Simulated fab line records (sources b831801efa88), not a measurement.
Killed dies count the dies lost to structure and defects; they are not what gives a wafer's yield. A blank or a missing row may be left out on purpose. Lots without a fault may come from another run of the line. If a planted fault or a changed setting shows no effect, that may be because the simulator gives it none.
Which of the tools did it? + flow sky130 + at 1 step of a route of 708, 12 lots with 36 wafers sampled

## WHAT THE GAUGES READ, wafer by wafer
SKY_FIELD_ISO_BOW_MEAS_00.
| lot  | measured    | on            | INCOMING_BOW (um) |
|------|-------------|---------------|-------------------|
| L075 | day 1 15:00 | film metro-02 | -7 -7 -5          |
| L077 | day 2 01:02 | film metro-04 | -7 -6 -12         |
| L079 | day 2 11:01 | film metro-02 | 3 9 -7            |
| L081 | day 2 21:00 | film metro-02 | -7 -2 -1          |
| L083 | day 3 07:02 | film metro-03 | -12 10 -6         |
| L085 | day 3 17:00 | film metro-03 | 9 -6 2            |
| L087 | day 4 03:00 | film metro-04 | 2 1 5             |
| L089 | day 4 13:00 | film metro-02 | -4 9 -10          |
| L091 | day 4 23:00 | film metro-03 | -6 -9 4           |
| L093 | day 5 09:01 | film metro-04 | -4 1 3            |
| L095 | day 5 19:01 | film metro-04 | -4 5 4            |
| L097 | day 6 05:01 | film metro-04 | -7 4 9            |

## EACH LOT AND THE TOOL THAT RAN IT (in order: tool; ch and the chambers of the sampled wafers; start)
Before these readings, the record contains no process step.

## THE ANSWER, worked out from the rows above alone
Rule: the lots themselves supply what counts as usual. The widest of any qualifying gaps counts: lots, ordered by their means at a reading, are off when they make up no more than a third of the lots, leave a main group of 4 or more, and stand apart from it by 3 or more times the standard deviation of that group's means. The tables above print the reading to a certain number of digits; a main group whose means all agree to those digits is not used. A lot without any number at a reading at which 4 lots or more have one is off too. Any other lot the step has rows for is counted as sound.
None of the lots is off at any reading shown; this tells nothing.

## WHAT THE SIMULATOR PUT IN
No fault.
